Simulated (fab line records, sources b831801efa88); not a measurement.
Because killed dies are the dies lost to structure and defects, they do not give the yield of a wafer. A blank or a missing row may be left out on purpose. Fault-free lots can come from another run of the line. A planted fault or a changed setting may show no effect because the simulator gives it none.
Problem report in the 8D (eight disciplines) form, filled by code | flow sky130 | the parts of the form that need people (team, actions taken, sign-off) are left out

== 1. PROBLEM STATEMENT ==
SKY_VIA1_ETCH_14, oesProductAu: mean 0.999 a.u. over 1 wafer from 1 lot; wafers with no fault: 0.855 a.u., standard deviation 0.0048. That puts it +30 standard deviations away from the usual mean.
The step: etches BARC in N2/H2, stops on SiO2, time 45.9 s, target depth 60 nm.
Earliest sighting: wafer L947.4 on rieDiel-02 at day 39 08:50. Wafers with a number at this step in the record: 39, from 13 lots. The rule behind "out" and "out of limits": a value lying over 4 standard deviations away from the usual mean. The rest of the wafers with a number are treated as sound.

== 2. WHAT IT IS, WHAT IT ISN'T ==
question                    | is                       | is not
which readings at this step | oesProductAu, runLengthS | chamberPressureMTorr, drypumpMotorCurrentA
which lots                  | L947                     | L930, L932, L933, L934, L935, L936, L937, L938, L939, L950, L951, L952
which wafers of those lots  | L947.4                   | L947.5, L947.6
read on which tools         | rieDiel-02               | rieDiel-01, rieDiel-04
when                        | from day 39 08:50        | up to then (29 sound wafers); but 9 sound wafers of L950, L951, L952 came after

== 3. WHAT RULES OUT EACH SUSPECT ==
Counting: any tool at a process step up to the reading remains a suspect provided it ran every lot that is out. Sound lots after the first of them don't rule it out here, since some wafers of a struck lot are sound.
- rieDiel-02 at SKY_CONTACT_ETCH_16 (etches BARC in N2/H2, stops on SiO2, time 45.9 s, target depth 60 nm): kept. The lot that is out, L947, ran on it at day 37 02:17; the last sound lot it ran before that was L937, at day 34 04:55.
- pvdSputter-02 at SKY_METAL1_SPUTTER_02 (material AlCu, target thk 250 nm, time 13.3 s): kept. The lot that is out, L947, ran on it at day 37 03:42; the last sound lot it ran before that was L937, at day 34 06:21.
- rieDiel-02 at SKY_VIA1_ETCH_14 (etches BARC in N2/H2, stops on SiO2, time 45.9 s, target depth 60 nm): kept. The lot that is out, L947, ran on it at day 39 08:50; the last sound lot it ran before that was L939, at day 36 23:40. On those wafers its own readings are out: oesProductAu, runLengthS.
- Within rieDiel-02 at SKY_CONTACT_ETCH_16: the wafers that are out ran in chamber 2; their sound lot-mates ran in chambers 1, 3.
- Within rieDiel-02 at SKY_VIA1_ETCH_14: the wafers that are out ran in chamber 1; their sound lot-mates ran in chambers 2, 3.
Left after counting: rieDiel-02 at SKY_CONTACT_ETCH_16, pvdSputter-02 at SKY_METAL1_SPUTTER_02, rieDiel-02 at SKY_VIA1_ETCH_14.

== 4. THE CAUSE (what the simulator had put in) ==
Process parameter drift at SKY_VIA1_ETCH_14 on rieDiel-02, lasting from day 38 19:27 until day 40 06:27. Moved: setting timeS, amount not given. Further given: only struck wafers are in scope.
After counting, 3 suspects remain, this tool included.

== 5. THE CHAIN OF EFFECTS, in route order ==
Each row: a reading whose mean over the struck wafers that have a number lies more than 3 standard deviations from the usual. Readings are gone through only where the record gives a usual standard deviation; hours: the median, over the lots, of the time from a lot's start at the first step in this table giving one to that lot's start at this step; sigmas: the change measured in usual standard deviations.
hours | step              | reading              | usual      | on struck wafers | change | sigmas
0     | SKY_VIA1_ETCH_14  | oesProductAu         | 0.855 a.u. | 0.999            | +0.144 | +30
0     | SKY_VIA1_ETCH_14  | runLengthS           | 74.2 s     | 64.5             | -9.7   | -23
0     | SKY_VIA1_ETCH_14  | throttleValvePct     | 13.225 %   | 13.254           | +0.029 | +3.3
0     | SKY_VIA1_STRIP_16 | stripTimeToEndpointS | 4.453 s    | 4.571            | +0.118 | +4.5
It contains these process steps:
- SKY_VIA1_ETCH_14: etches BARC in N2/H2, stops on SiO2, time 45.9 s, target depth 60 nm.
- SKY_VIA1_STRIP_16: strips in O2/N2.

== 6. WHAT WOULD HAVE CAUGHT IT SOONER ==
In this record the first reading out of limits was taken at day 39 08:50, 13 hours after the fault began at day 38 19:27.
